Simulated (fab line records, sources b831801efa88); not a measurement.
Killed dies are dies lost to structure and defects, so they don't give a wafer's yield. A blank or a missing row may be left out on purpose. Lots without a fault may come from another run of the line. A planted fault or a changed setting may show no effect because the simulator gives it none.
Chamber matching | flow sky130 | SKY_PASSIVATION_ETCH_11 on rie_diel-03: 4 sister chambers
The step etches the open film in CF4/O2, stops on AlCu, target depth 725 nm, time 161.1 s. 8 wafers are shown with their chamber, then 7 later ones without.

WAFERS WITH THEIR CHAMBER
wafer  | chamber | throttle_valve_pct (%) | oes_product_au (a.u.)
L218.6 | 0       | 5.961                  | 0.980
L220.2 | 2       | 5.964                  | 0.979
L220.4 | 1       | 5.963                  | 0.974
L222.2 | 2       | 5.976                  | 0.985
L222.3 | 3       | 5.957                  | 0.966
L222.4 | 1       | 5.959                  | 0.978
L227.1 | 0       | 5.948                  | 0.972
L227.3 | 3       | 5.949                  | 0.959

WAFERS WITHOUT THEIR CHAMBER
wafer  | throttle_valve_pct (%) | oes_product_au (a.u.)
L227.4 | 5.969                  | 0.974
L230.2 | 5.974                  | 0.981
L230.4 | 5.965                  | 0.986
L230.5 | 5.950                  | 0.986
L233.2 | 5.956                  | 0.979
L233.3 | 5.967                  | 0.972
L233.5 | 5.965                  | 0.974

WHICH CHAMBER EACH WENT THROUGH
wafer  | from the rows above               | in truth
L227.4 | can't be placed: 1 or 2 or 0      | 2
L230.2 | can't be placed: 2 or 1           | 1
L230.4 | can't be placed: 2 or 1 or 0      | 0
L230.5 | can't be placed: 0 or 1 or 2      | 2
L233.2 | can't be placed: 0 or 1 or 2      | 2
L233.3 | can't be placed: 1 or 0 or 2 or 3 | 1
L233.5 | can't be placed: 1 or 0 or 2      | 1
Placed correctly: 0 of 7. Can't be placed from these rows: 7 (the true chamber is among the candidates in 7). Placed wrongly: 0.
How it was worked out, from the rows above alone: a wafer's distance from a chamber is the root of the sum, over the readings, of the square of ((its reading less the chamber's mean) divided by the reading's scatter). The wafer belongs to the nearest chamber; if the next one is less than 2 further off, it can't be placed. A chamber's mean is the mean of its shown wafers. The scatter: the root of (the sum of the squares of (reading less its chamber's mean) over the shown wafers, divided by (wafers less chambers)).
